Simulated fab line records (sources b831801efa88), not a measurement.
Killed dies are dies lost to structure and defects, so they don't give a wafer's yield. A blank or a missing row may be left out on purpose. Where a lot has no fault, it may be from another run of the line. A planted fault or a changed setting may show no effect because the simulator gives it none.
8D (eight disciplines) problem report, filled in by code || flow sky130 || the parts of the form that need people (team, actions taken, sign-off) are left out

== 1. WHAT IS WRONG ==
VIA2_HDPCVD_THK at SKY_VIA2_THK_MEAS_01 reads a mean of 904 nm on 1 wafer of 1 lot; wafers without a fault read 1186 nm with a standard deviation of 13. Measured from the usual mean, that is -22 standard deviations.
The first sign was on wafer L729.2 at day 40 04:47, on film-metro-01. At this step, 36 wafers from 12 lots have a number in the record. Rule for "out" (also "out of limits"): further than 4 standard deviations from the usual mean. Any other wafer with a number is counted as sound.

== 2. WHAT IT IS; WHAT IT IS NOT ==
{"question": "which readings at this step", "is": "VIA2_HDPCVD_THK", "is not": "-"}
{"question": "which lots", "is": "L729", "is not": "L716, L717, L718, L719, L722, L730, L731, L732, L733, L734, L738"}
{"question": "which wafers of those lots", "is": "L729.2", "is not": "L729.1, L729.3"}
{"question": "read on which gauges", "is": "film-metro-01", "is not": "film-metro-03, film-metro-04"}
{"question": "when", "is": "from day 40 04:47", "is not": "up to then (17 sound wafers); but 18 sound wafers of L730, L731, L732, L733, L734, L738 came after"}

== 3. SUSPECTS, AND WHAT RULES EACH OUT ==
Counting: if a tool at a process step up to the reading ran every lot that is out, it stays a suspect. Sound lots after the first of them don't rule it out here, since some wafers of a struck lot are sound.
- the gauge at SKY_VIA2_THK_MEAS_01 has been ruled out. All the wafers that are out were read on film-metro-01, but those of them that SKY_VIA2_HDPCVD_00 has rows for are out there too, on other tools.
- hdpcvd-02 at SKY_VIA2_HDPCVD_00 (deposits SiO2, target thk 1180 nm, time 196.7 s): kept. It ran the lot that is out, L729 (day 40 04:40); its last sound lot up to then is L722 (day 38 05:06). Out on those wafers are its own readings of run-length-s.
- In hdpcvd-02 at SKY_VIA2_HDPCVD_00, the wafers that are out were processed in chamber 1 and their sound lot-mates in chambers 0, 2.
After counting, what remains is hdpcvd-02 at SKY_VIA2_HDPCVD_00.

== 4. THE CAUSE (what the simulator had put in) ==
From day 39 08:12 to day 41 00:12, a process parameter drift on hdpcvd-02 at SKY_VIA2_HDPCVD_00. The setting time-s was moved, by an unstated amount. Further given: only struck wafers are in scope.
This tool alone remained once counting was done.

== 5. THE CHAIN OF EFFECTS, in route order ==
One row per reading whose mean, taken over the struck wafers that have a number, lies over 3 standard deviations from the usual. Scope: only readings with a usual standard deviation given in the record; hours: median across lots of the time from each lot's start at the first step in this table that gives one to its start at this step; sigmas: change in usual standard deviations.
{"hours": 0, "step": "SKY_VIA2_HDPCVD_00", "reading": "run-length-s", "usual": "224.6 s", "on struck wafers": 181.0, "change": -43.6, "sigmas": -71}
{"hours": 0, "step": "SKY_VIA2_THK_MEAS_01", "reading": "VIA2_HDPCVD_THK", "usual": "1186 nm", "on struck wafers": 904, "change": -282, "sigmas": -22}
It contains these process steps:
- SKY_VIA2_HDPCVD_00: deposits SiO2, target thk 1180 nm, time 196.7 s.
Later measuring or inspecting steps at which every struck wafer that the step has a row for has a number for every such reading, and none has moved that far: SKY_PASSIVATION_THK_MEAS_03.

== 6. WHAT WOULD HAVE CAUGHT IT SOONER ==
The first out-of-limits reading at a measuring or inspecting step in this record came at day 40 04:47, 21 hours after the fault's start at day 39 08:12.
The tool's own readings at SKY_VIA2_HDPCVD_00 were out on every struck wafer that the step has a row for (run-length-s): an alarm limit on them would have fired on the first of those.
The start of SKY_VIA2_HDPCVD_00 on hdpcvd-02 came by day 40 04:47 for every one of the lots that are out (1). None of them would have been spared by holding the tool at that moment.
